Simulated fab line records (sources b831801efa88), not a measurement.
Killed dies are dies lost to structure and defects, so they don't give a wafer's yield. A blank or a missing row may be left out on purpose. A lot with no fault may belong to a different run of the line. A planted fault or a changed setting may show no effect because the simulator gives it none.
Chamber matching ; flow sfq line ; cmp-01 running SFQ_TRILAYER_I3_CMP_CMP_082: 4 sister chambers
The step polishes SiO2. 4 wafers are shown with their chamber, then 7 later ones without.

== WAFERS, EACH WITH ITS CHAMBER ==
wafer;chamber;motor current A (A)
L167.1;2;11.2
L171.1;3;10.9
L172.4;1;10.4
L172.2;0;9.3

== WAFERS WITHOUT THEIR CHAMBER ==
wafer;motor current A (A)
L172.6;10.6
L173.1;9.2
L173.2;10.7
L173.5;9.0
L177.2;10.2
L177.4;11.1
L177.5;10.5

== THE CHAMBER EACH PASSED THROUGH ==
wafer;from the rows above;in truth
L172.6;can't be placed: 1 or 3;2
L173.1;0;0
L173.2;can't be placed: 3 or 1 or 2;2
L173.5;0;0
L177.2;1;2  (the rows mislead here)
L177.4;can't be placed: 2 or 3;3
L177.5;can't be placed: 1 or 3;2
Correctly placed: 2 of 7. Not placeable from these rows: 4 (in 2, the candidates include the true chamber). Placed wrongly: 1.
How it was worked out, from the rows above alone: a wafer's distance from a chamber is the root of the sum, over the readings, of the square of ((its reading less the chamber's mean) divided by the reading's scatter). If the next closest chamber is less than 2 further off than the closest, the wafer can't be placed; otherwise it belongs to the closest. Each chamber's mean is taken over the wafers shown for it. The scatter: with one shown wafer a chamber, the root of the mean of the squares of how far each hidden wafer lies from its nearest shown one.
